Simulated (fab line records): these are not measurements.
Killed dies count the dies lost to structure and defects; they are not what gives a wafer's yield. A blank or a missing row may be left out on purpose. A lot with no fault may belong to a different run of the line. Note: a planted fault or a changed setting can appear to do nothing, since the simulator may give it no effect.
Which tool is to blame? -- flow sfq_line -- 14 lots with 41 wafers sampled at 4 steps, on a route of 325 steps

WHAT THE GAUGES READ, wafer by wafer
SFQ_M7_RS_MEAS_943: the measuring method here is four-point-probe. Usual: M7_NB_RS typically reads 0.888 ohm/sq, with standard deviation 0.012.
lot,measured,on,M7_NB_RS (ohm/sq),flag
L961,day 70 17:37,film_metro-02,0.888 0.872 0.886,
L962,day 70 20:30,film_metro-03,0.872 0.880 0.894,
L963,day 71 04:19,film_metro-01,0.908 0.896 0.894,
L964,day 71 09:43,film_metro-01,0.871 0.890 0.873,
L969,day 80 12:11,film_metro-02,0.884 0.901,
L971,day 80 21:03,film_metro-01,0.888 0.886 0.886,
L972,day 81 06:11,film_metro-01,0.896 0.893 0.894,
L974,day 81 14:10,film_metro-03,0.891 0.894 0.902,
L975,day 81 17:44,film_metro-03,0.882 0.888 0.901,
L976,day 81 20:08,film_metro-03,0.890 0.903 0.884,
L978,day 82 10:19,film_metro-01,0.901 0.870 0.876,
L979,day 82 11:36,film_metro-02,0.896 0.884 0.877,
L981,day 83 05:09,film_metro-02,0.900 0.884 0.893,
L983,day 83 10:32,film_metro-01,0.887 0.886 0.882,

WHAT TOOL EACH LOT RAN ON (gives the tool, then ch and the chambers of the sampled wafers, and finally the start)
lot,SFQ_TRILAYER_M6_DEP_SPUTTER_157,SFQ_TRILAYER_I6_VIA_BARC_OPEN_VIA_ETCH_235,SFQ_TRILAYER_M7_DEP_SPUTTER_175
L961,"pvd_sputter-06, day 61 20:42","rie_diel-04 ch 1,2,3, day 70 16:28","pvd_sputter-06, day 70 17:26"
L962,"pvd_sputter-06, day 62 00:18","rie_diel-03 ch 0,1,3, day 70 18:52","pvd_sputter-04, day 70 20:25"
L963,"pvd_sputter-03, day 62 08:19","rie_diel-03 ch 0,2, day 71 03:16","pvd_sputter-04, day 71 04:13"
L964,"pvd_sputter-04, day 62 09:31","rie_diel-03 ch 0,1,2, day 71 08:04","pvd_sputter-04, day 71 09:37"
L969,"pvd_sputter-06, day 76 22:03","rie_diel-03 ch 0,3, day 80 11:05","pvd_sputter-04, day 80 12:02"
L971,"pvd_sputter-06, day 77 04:03","rie_diel-03 ch 0,2, day 80 19:58","pvd_sputter-06, day 80 20:55"
L972,"pvd_sputter-06, day 77 07:55","rie_diel-02 ch 0,1,3, day 81 05:08","pvd_sputter-06, day 81 06:05"
L974,"pvd_sputter-06, day 77 13:55","rie_diel-02 ch 0,2, day 81 13:05","pvd_sputter-05, day 81 14:02"
L975,"pvd_sputter-04, day 77 16:19","rie_diel-04 ch 0,1, day 81 16:41","pvd_sputter-04, day 81 17:38"
L976,"pvd_sputter-03, day 77 18:43","rie_diel-02 ch 0,1,3, day 81 19:05","pvd_sputter-05, day 81 20:02"
L978,"pvd_sputter-04, day 78 03:16","rie_diel-02 ch 2,3, day 82 09:16","pvd_sputter-04, day 82 10:14"
L979,"pvd_sputter-03, day 78 03:48","rie_diel-04 ch 0,1,2, day 82 10:32","pvd_sputter-05, day 82 11:29"
L981,"pvd_sputter-04, day 78 13:24","rie_diel-04 ch 0,1,2, day 83 03:29","pvd_sputter-06, day 83 05:02"
L983,"pvd_sputter-06, day 78 18:12","rie_diel-02 ch 0,2, day 83 09:29","pvd_sputter-06, day 83 10:26"
- SFQ_TRILAYER_M6_DEP_SPUTTER_157: material Nb, target thk 200 nm, time 133.3 s.
- SFQ_TRILAYER_I6_VIA_BARC_OPEN_VIA_ETCH_235: etches BARC in O2, target depth 125 nm, time 41.7 s.
- SFQ_TRILAYER_M7_DEP_SPUTTER_175: material Nb, target thk 200 nm, time 133.3 s.

WHAT THE TOOLS THEMSELVES READ (means of the sampled wafers that have a number; where no wafer has one, the mark that the record gives instead)
SFQ_TRILAYER_M6_DEP_SPUTTER_157. Usual: cathode_dc_power_W 2000.0 W, standard deviation 0.36; throttle_valve_pct 29.6 %, standard deviation 1.3.
lot,tool,cathode_dc_power_W (W),throttle_valve_pct (%),flag
L961,pvd_sputter-06,1999.8,28.2,
L962,pvd_sputter-06,2000.0,29.0,
L963,pvd_sputter-03,1999.9,29.2,
L964,pvd_sputter-04,1999.8,31.6,
L969,pvd_sputter-06,2000.2,27.2,
L971,pvd_sputter-06,2000.0,29.1,
L972,pvd_sputter-06,1999.9,29.2,
L974,pvd_sputter-06,1999.8,29.2,
L975,pvd_sputter-04,1999.8,29.8,
L976,pvd_sputter-03,2000.0,29.0,
L978,pvd_sputter-04,1999.9,30.6,
L979,pvd_sputter-03,1999.9,29.4,
L981,pvd_sputter-04,1999.9,31.2,
L983,pvd_sputter-06,1999.9,29.9,

SFQ_TRILAYER_I6_VIA_BARC_OPEN_VIA_ETCH_235. Usual: drypump_motor_current_A 5.8 A, standard deviation 0.49; oes_product_au 0.686 a.u., standard deviation 0.0046; run_length_s 70.0 s, standard deviation 0.51.
lot,tool,drypump_motor_current_A (A),oes_product_au (a.u.),run_length_s (s),flag
L961,rie_diel-04,5.7,0.683,70.3,
L962,rie_diel-03,5.9,0.683,69.6,
L963,rie_diel-03,6.3,0.685,70.3,
L964,rie_diel-03,6.0,0.686,69.9,
L969,rie_diel-03,6.2,0.671,72.3,OFF
L971,rie_diel-03,6.3,0.666,73.6,OFF
L972,rie_diel-02,5.4,0.686,70.1,
L974,rie_diel-02,5.7,0.685,69.9,
L975,rie_diel-04,5.8,0.685,70.4,
L976,rie_diel-02,5.4,0.693,69.9,
L978,rie_diel-02,5.8,0.680,69.8,
L979,rie_diel-04,5.6,0.680,70.6,
L981,rie_diel-04,5.6,0.690,70.4,
L983,rie_diel-02,5.7,0.689,70.0,

SFQ_TRILAYER_M7_DEP_SPUTTER_175. Usual: cathode_dc_power_W 2000.0 W, standard deviation 0.37; throttle_valve_pct 30.2 %, standard deviation 1.4.
lot,tool,cathode_dc_power_W (W),throttle_valve_pct (%),flag
L961,pvd_sputter-06,1999.8,29.8,
L962,pvd_sputter-04,1999.8,31.1,
L963,pvd_sputter-04,1999.7,31.3,
L964,pvd_sputter-04,2000.1,29.9,
L969,pvd_sputter-04,1999.8,30.5,
L971,pvd_sputter-06,2000.2,30.3,
L972,pvd_sputter-06,2000.1,29.0,
L974,pvd_sputter-05,1999.9,30.6,
L975,pvd_sputter-04,2000.2,30.7,
L976,pvd_sputter-05,1999.6,30.7,
L978,pvd_sputter-04,2000.1,29.9,
L979,pvd_sputter-05,1999.9,30.8,
L981,pvd_sputter-06,2000.2,29.0,
L983,pvd_sputter-06,2000.3,28.1,

THE ANSWER, worked out from the rows above alone
Rule: lot off if the mean of its wafers having a number is beyond 3 standard deviations from the usual mean. Also off: a lot with no number at a reading for which 4 or more lots have one. Any other lot the step has rows for is counted as sound. Order of review: gauges by route order, followed by the tools' own readings, for which a lot's mean as printed above is used. At the first step where some lot is off, the reading lying furthest off is the one used; lots without a number count as furthest.
Off: L969, L971 (SFQ_TRILAYER_I6_VIA_BARC_OPEN_VIA_ETCH_235, run_length_s).
A tool fits if, at that step or a process step before it, it ran every lot that is off, and no sound lot after the first of them. One candidate fits, namely rie_diel-03 at SFQ_TRILAYER_I6_VIA_BARC_OPEN_VIA_ETCH_235. A fault onset in the window from L964 (day 71 08:04, its last sound lot) to L969 (day 80 11:05, its first lot off) fits.
On the lots that are off, the tool's own readings at SFQ_TRILAYER_I6_VIA_BARC_OPEN_VIA_ETCH_235 differ by more than 5 times the standard deviation of the sound lots' means, which bears it out; run_length_s reads 72.9 s there versus 70.1 s on the sound lots.

WHAT HAD BEEN PUT IN BY THE SIMULATOR
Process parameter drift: rie_diel-03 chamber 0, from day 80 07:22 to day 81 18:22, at SFQ_TRILAYER_I6_VIA_BARC_OPEN_VIA_ETCH_235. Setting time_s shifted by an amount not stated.
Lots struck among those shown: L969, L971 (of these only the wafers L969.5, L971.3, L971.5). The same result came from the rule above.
